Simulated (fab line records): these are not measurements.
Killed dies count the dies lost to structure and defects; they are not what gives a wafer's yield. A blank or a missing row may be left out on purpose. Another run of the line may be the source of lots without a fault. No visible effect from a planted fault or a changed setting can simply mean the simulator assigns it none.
2 desks looking at one fault ; flow sky130 ; every desk sees just its own numbers, and what lay behind them comes last

AT THE METROLOGY DESK
Means of the sampled wafers that have a number, per lot and without regard to the tool the lot ran on: this is what the gauges read. If a lot's mean is further than 4 standard deviations from the usual mean, the lot is out of limits and carries the mark OUT (the distance appears in the brackets).
Columns: A = LOCAL_INTERCONNECT_OVL at SKY_LOCAL_INTERCONNECT_OVL_MEAS_12, usual 3 nm; B = CONTACT_BOW at SKY_CONTACT_BOW_MEAS_05, usual 81 um; C = VIA1_BOW at SKY_VIA1_BOW_MEAS_03, usual 79 um; D = VIA1_OVL at SKY_VIA1_OVL_MEAS_13, usual 4 nm
lot;first seen here;A;B;C;D
L431;day 31 02:51;7;85;84;-0
L432;day 31 10:33;4;77;78;2
L434;day 31 20:15;-9;78;72;-0
L435;day 32 11:10;2;84;85;7
L436;day 32 20:02;4;78;77;3
L438;day 33 07:55;6;81;74;5
L439;day 33 19:13;7;81;81;-1
L440;day 33 22:10;2;76;76;-2
L441;day 35 00:51;0;87;85;8
L442;day 36 06:25;4;81;81;8
L451;day 38 04:34;-0;73;71;2
L450;day 38 09:49;1;77;75;6
Finding of this desk: none of the 12 lots has anything out of limits.

THE TOOL OWNER'S DESK: cmp-02
The tool's own readings at SKY_VIA1_CMP_02 (polishes SiO2): means of the sampled wafers that have a number, for each lot that ran on this tool. If a lot's mean is further than 4 standard deviations from the usual mean, the lot is out of limits and carries the mark OUT (the distance appears in the brackets).
Columns: A = motor_current_A at SKY_VIA1_CMP_02, usual 12.8 A; B = retaining_ring_pressure_frac at SKY_VIA1_CMP_02, usual 1.000
lot;first seen here;A;B
L431;day 33 12:41;13.0;1.001
L432;day 33 20:57;13.1;1.000
L436;day 35 05:44;13.5;0.993
L438;day 35 16:38;12.5;0.999
L439;day 36 04:05;13.8;0.997
L440;day 36 06:53;12.4;1.005
L441;day 37 09:31;13.0;1.002
L442;day 38 16:41;12.0;0.994
Finding of this desk: none of the 8 lots has anything out of limits.

TAKEN TOGETHER
Nothing out of limits was seen by the metrology desk.
Nothing out of limits was seen by the tool owner's desk.

WHAT WAS PUT IN BY THE SIMULATOR
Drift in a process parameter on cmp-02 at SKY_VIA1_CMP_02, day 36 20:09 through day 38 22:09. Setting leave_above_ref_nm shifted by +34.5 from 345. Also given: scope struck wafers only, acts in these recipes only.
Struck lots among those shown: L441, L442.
